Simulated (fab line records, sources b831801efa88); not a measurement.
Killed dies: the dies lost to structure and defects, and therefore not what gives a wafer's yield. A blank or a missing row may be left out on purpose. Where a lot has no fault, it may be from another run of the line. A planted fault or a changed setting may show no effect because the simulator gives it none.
Which of the tools did it? | flow sky130 | 14 lots with 42 wafers sampled at 4 steps, on a route of 708 steps

== WHAT THE GAUGES READ, wafer by wafer ==
No reading from a measuring or inspecting step in the record can be judged against a usual standard deviation.

== WHICH TOOL RAN EACH LOT (tool, then ch and the chambers of the sampled wafers, then the start) ==
lot  | SKY_VIA4_ETCH_12                   | SKY_VIA4_CMP_21               | SKY_METAL5_SPUTTER_00        | SKY_METAL5_METAL_ETCH_15
L517 | rie diel-04 ch 1,3, day 42 18:19   | cmp-01 ch 1,2, day 42 19:46   | pvd sputter-03, day 42 20:01 | rie metal-04 ch 0,1, day 43 19:30
L518 | rie diel-01 ch 0,1,3, day 43 04:03 | cmp-02 ch 1,2,3, day 43 05:07 | pvd sputter-03, day 43 05:25 | rie metal-01 ch 0,1, day 44 05:04
L519 | rie diel-02 ch 0,2, day 43 12:50   | cmp-01 ch 0,1, day 43 14:06   | pvd sputter-03, day 43 14:21 | rie metal-03 ch 0,1, day 44 13:23
L520 | rie diel-04 ch 1,2,3, day 43 23:36 | cmp-02 ch 1,2, day 44 00:49   | pvd sputter-03, day 44 01:04 | rie metal-03 ch 0, day 45 00:17
L521 | rie diel-01 ch 1,2,3, day 43 23:40 | cmp-01 ch 0,2,3, day 44 01:01 | pvd sputter-04, day 44 01:19 | rie metal-04 ch 0,1, day 45 00:31
L522 | rie diel-01 ch 2,3, day 44 09:54   | cmp-02 ch 1,2,3, day 44 11:01 | pvd sputter-02, day 44 11:16 | rie metal-01 ch 1, day 45 09:37
L523 | rie diel-01 ch 0,1,2, day 44 19:18 | cmp-02 ch 0,1,3, day 44 20:34 | pvd sputter-02, day 44 20:52 | rie metal-03 ch 0,1, day 45 18:45
L524 | rie diel-02 ch 0,1, day 44 22:08   | cmp-02 ch 2,3, day 44 23:31   | pvd sputter-03, day 44 23:49 | rie metal-04 ch 0,1, day 45 21:23
L525 | rie diel-01 ch 1,2,3, day 45 00:33 | cmp-02 ch 0,1,3, day 45 02:06 | pvd sputter-04, day 45 02:22 | rie metal-01 ch 1, day 46 00:32
L526 | rie diel-01 ch 0,3, day 45 09:34   | cmp-02 ch 0,2, day 45 10:40   | pvd sputter-02, day 45 10:58 | rie metal-03 ch 1, day 46 07:20
L536 | rie diel-01 ch 1,2,3, day 47 19:18 | cmp-01 ch 1,2,3, day 47 20:27 | pvd sputter-02, day 47 20:45 | rie metal-04 ch 0,1, day 48 15:42
L538 | rie diel-04 ch 1,2,3, day 48 10:57 | cmp-02 ch 0,2,3, day 48 12:01 | pvd sputter-02, day 48 12:19 | rie metal-01 ch 0,1, day 49 06:49
L539 | rie diel-04 ch 0,1,3, day 48 12:08 | cmp-02 ch 1,2,3, day 48 13:11 | pvd sputter-04, day 48 13:29 | rie metal-03 ch 0,1, day 49 07:43
L540 | rie diel-01 ch 1,2,3, day 48 23:58 | cmp-02 ch 0,2,3, day 49 01:10 | pvd sputter-03, day 49 01:22 | rie metal-03 ch 0,1, day 49 18:55
- SKY_VIA4_ETCH_12: etches SiO2 in C4F8/O2/Ar, stops on TiN, target depth 580 nm.
- SKY_VIA4_CMP_21: polishes, stops on SiO2, t overpolish 25 s, target thk 0 nm.
- SKY_METAL5_SPUTTER_00: material Ti, target thk 15 nm, time 10 s.
- SKY_METAL5_METAL_ETCH_15: etches the open film in Cl2/BCl3, stops on SiO2, target depth 1260 nm, time 252 s.

== WHAT THE TOOLS THEMSELVES READ (means of the sampled wafers that have a number; where no wafer has one, the mark that the record gives instead) ==
SKY_VIA4_ETCH_12. Usual: chamber pressure mTorr 40.00 mTorr, standard deviation 0.037; oes product au 0.926 a.u., standard deviation 0.0045.
lot  | tool        | chamber pressure mTorr (mTorr) | oes product au (a.u.) | flag
L517 | rie diel-04 | 40.00                          | 0.918                 |
L518 | rie diel-01 | 40.02                          | 0.926                 |
L519 | rie diel-02 | 40.01                          | 0.927                 |
L520 | rie diel-04 | 39.99                          | 0.924                 |
L521 | rie diel-01 | 39.98                          | 0.930                 |
L522 | rie diel-01 | 39.99                          | 0.922                 |
L523 | rie diel-01 | 39.98                          | 0.925                 |
L524 | rie diel-02 | 40.03                          | 0.922                 |
L525 | rie diel-01 | 39.99                          | 0.928                 |
L526 | rie diel-01 | 40.01                          | 0.929                 |
L536 | rie diel-01 | 40.03                          | 0.927                 |
L538 | rie diel-04 | 39.98                          | 0.928                 |
L539 | rie diel-04 | 40.01                          | 0.928                 |
L540 | rie diel-01 | 40.03                          | 0.924                 |

SKY_VIA4_CMP_21. Usual: motor current A 10.8 A, standard deviation 0.77; overpolish run s 25.000 s, standard deviation 0.0088; time to endpoint s 127 s, standard deviation 5.9.
lot  | tool   | motor current A (A) | overpolish run s (s) | time to endpoint s (s) | flag
L517 | cmp-01 | 10.8                | 24.994               | 126                    |
L518 | cmp-02 | 10.5                | 25.004               | 125                    |
L519 | cmp-01 | 11.0                | 24.994               | 122                    |
L520 | cmp-02 | 10.7                | 25.003               | 124                    |
L521 | cmp-01 | 12.0                | 24.997               | 123                    |
L522 | cmp-02 | 10.4                | 25.000               | 130                    |
L523 | cmp-02 | 10.6                | 25.005               | 124                    |
L524 | cmp-02 | 10.3                | 25.002               | 129                    |
L525 | cmp-02 | 10.6                | 8.359                | 172                    | OFF
L526 | cmp-02 | 11.2                | 16.685               | 152                    | OFF
L536 | cmp-01 | 11.1                | 25.011               | 117                    |
L538 | cmp-02 | 10.3                | 25.001               | 130                    |
L539 | cmp-02 | 10.4                | 24.996               | 124                    |
L540 | cmp-02 | 10.6                | 24.995               | 127                    |

SKY_METAL5_SPUTTER_00. Usual: throttle valve pct at 29.6 %, with a standard deviation of 1.1.
lot  | tool           | throttle valve pct (%) | flag
L517 | pvd sputter-03 | 30.4                   |
L518 | pvd sputter-03 | 30.5                   |
L519 | pvd sputter-03 | 30.1                   |
L520 | pvd sputter-03 | 30.9                   |
L521 | pvd sputter-04 | 29.4                   |
L522 | pvd sputter-02 | 28.3                   |
L523 | pvd sputter-02 | 28.7                   |
L524 | pvd sputter-03 | 30.7                   |
L525 | pvd sputter-04 | 27.3                   |
L526 | pvd sputter-02 | 29.2                   |
L536 | pvd sputter-02 | 29.0                   |
L538 | pvd sputter-02 | 28.9                   |
L539 | pvd sputter-04 | 30.7                   |
L540 | pvd sputter-03 | 31.1                   |

SKY_METAL5_METAL_ETCH_15. Usual: chamber pressure mTorr 10.000 mTorr, standard deviation 0.0096; drypump motor current A 5.7 A, standard deviation 0.38; oes product au 0.894 a.u., standard deviation 0.0051; throttle valve pct 22.265 %, standard deviation 0.0085.
lot  | tool         | chamber pressure mTorr (mTorr) | drypump motor current A (A) | oes product au (a.u.) | throttle valve pct (%) | flag
L517 | rie metal-04 | 10.002                         | 5.7                         | 0.896                 | 22.279                 |
L518 | rie metal-01 | 10.002                         | 6.2                         | 0.894                 | 22.265                 |
L519 | rie metal-03 | 10.007                         | 5.6                         | 0.893                 | 22.264                 |
L520 | rie metal-03 | 9.997                          | 5.8                         | 0.893                 | 22.267                 |
L521 | rie metal-04 | 10.010                         | 5.6                         | 0.892                 | 22.267                 |
L522 | rie metal-01 | 10.000                         | 6.2                         | 0.890                 | 22.261                 |
L523 | rie metal-03 | 10.006                         | 5.5                         | 0.894                 | 22.264                 |
L524 | rie metal-04 | 9.998                          | 5.5                         | 0.893                 | 22.266                 |
L525 | rie metal-01 | 10.010                         | 6.2                         | 0.895                 | 22.263                 |
L526 | rie metal-03 | 10.002                         | 5.1                         | 0.893                 | 22.264                 |
L536 | rie metal-04 | 9.997                          | 5.7                         | 0.899                 | 22.271                 |
L538 | rie metal-01 | 10.001                         | 6.2                         | 0.889                 | 22.261                 |
L539 | rie metal-03 | 9.995                          | 5.3                         | 0.895                 | 22.265                 |
L540 | rie metal-03 | 10.006                         | 5.6                         | 0.895                 | 22.267                 |

== THE ANSWER, worked out from the rows above alone ==
Rule: take the mean of a lot's wafers that have a number; if it is more than 3 standard deviations from the usual mean, the lot is off. Also off: a lot with no number at a reading for which 4 or more lots have one. Any other lot the step has rows for is counted as sound. The gauges are gone through in route order, then the tools' own readings, and for those a lot's mean is taken as printed above. The first step at which some lot is off is used, and at that step the reading that is off furthest; a lot without a number counts as furthest.
Off: L525, L526, at SKY_VIA4_CMP_21 (overpolish run s).
A tool fits if, at that step or a process step before it, it ran every lot that is off, and no sound lot after the first of them. None of those tried fits.

== WHAT THE SIMULATOR HAD PUT IN ==
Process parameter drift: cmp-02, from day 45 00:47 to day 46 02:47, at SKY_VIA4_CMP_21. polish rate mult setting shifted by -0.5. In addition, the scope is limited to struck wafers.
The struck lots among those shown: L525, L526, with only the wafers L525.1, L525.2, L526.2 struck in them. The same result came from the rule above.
